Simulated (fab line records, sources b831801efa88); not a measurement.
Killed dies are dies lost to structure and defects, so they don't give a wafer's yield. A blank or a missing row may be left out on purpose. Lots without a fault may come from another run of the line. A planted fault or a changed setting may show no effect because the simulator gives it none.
Problem report in the 8D (eight disciplines) form, filled by code | flow gf180mcu | the parts of the form that need people (team, actions taken, sign-off) are left out

1. THE PROBLEM
strip_time_to_endpoint_s at GF_HV_LDD_STRIP_37 reads a mean of 12.34 s on 1 wafer of 1 lot; wafers without a fault read 12.63 s with a standard deviation of 0.038. That is -7.6 standard deviations from the usual mean.
The step: strips in O2/N2.
First seen on wafer L342.1, day 16 09:00, on plasma_asher-04. The record holds 39 wafers of 13 lots with a number at this step. Rule for "out", or "out of limits": more than 4 standard deviations from the usual mean. The other wafers with a number count as sound.

2. WHAT IT IS AND WHAT IT IS NOT
question                    | is                       | is not
which readings at this step | strip_time_to_endpoint_s | drypump_motor_current_A, heater_power_w, oes_product_au
which lots                  | L342                     | L328, L329, L330, L331, L332, L333, L334, L335, L344, L345, L348, L349
which wafers of those lots  | L342.1                   | L342.4, L342.6
read on which tools         | plasma_asher-04          | plasma_asher-01, plasma_asher-03
when                        | from day 16 09:00        | up to then (26 sound wafers); but 12 sound wafers of L344, L345, L348, L349 came after

3. SUSPECTS, AND WHAT RULES EACH OUT
Counting: a tool at a process step up to the reading stays a suspect if it ran every lot that is out. Sound lots after the first of them don't rule it out here, since some wafers of a struck lot are sound.
- litho_track-03 at GF_HV_LDD_COAT_26 (resist thk 1000 nm): kept. It ran the lot that is out, L342 (day 15 21:08); its last sound lot up to then is L335 (day 13 09:59).
- plasma_asher-04 at GF_HV_LDD_STRIP_37 (strips in O2/N2): kept. It ran the lot that is out, L342 (day 16 09:00); its last sound lot up to then is L331 (day 12 12:22). Its own readings are out on those wafers: strip_time_to_endpoint_s.
- Within plasma_asher-04 at GF_HV_LDD_STRIP_37: the wafers that are out ran in chamber 0; their sound lot-mates ran in chamber 1.
Left after counting: litho_track-03 at GF_HV_LDD_COAT_26, plasma_asher-04 at GF_HV_LDD_STRIP_37.

4. THE CAUSE (what the simulator had put in)
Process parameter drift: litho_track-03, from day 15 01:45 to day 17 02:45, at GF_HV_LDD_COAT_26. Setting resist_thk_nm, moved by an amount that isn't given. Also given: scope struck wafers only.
Counting left 2 suspects, and this tool is among them.

5. THE CHAIN OF EFFECTS, in route order
Each row: a reading whose mean over the struck wafers that have a number lies more than 3 standard deviations from the usual. Only readings for which the record gives a usual standard deviation are gone through. hours: the time from each lot's start at the first step in this table that gives one to its start at this step, as a median over the lots. sigmas: the change in usual standard deviations.
hours | step               | reading                  | usual   | on struck wafers | change | sigmas
0     | GF_HV_LDD_STRIP_37 | strip_time_to_endpoint_s | 12.63 s | 12.34            | -0.29  | -7.6
The process steps in it:
- GF_HV_LDD_STRIP_37: strips in O2/N2.

6. WHAT WOULD HAVE CAUGHT IT SOONER
In this record the first reading out of limits was taken at day 16 09:00, 31 hours after the fault began at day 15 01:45.
Of the tool readings at GF_HV_LDD_COAT_26 for which the record gives a usual standard deviation, none was out on any struck wafer, so an alarm limit of 4 standard deviations on them would not have fired.
All the lots that are out (1) had begun GF_HV_LDD_COAT_26 on litho_track-03 by day 16 09:00. A hold on the tool at that time would have spared none of them.
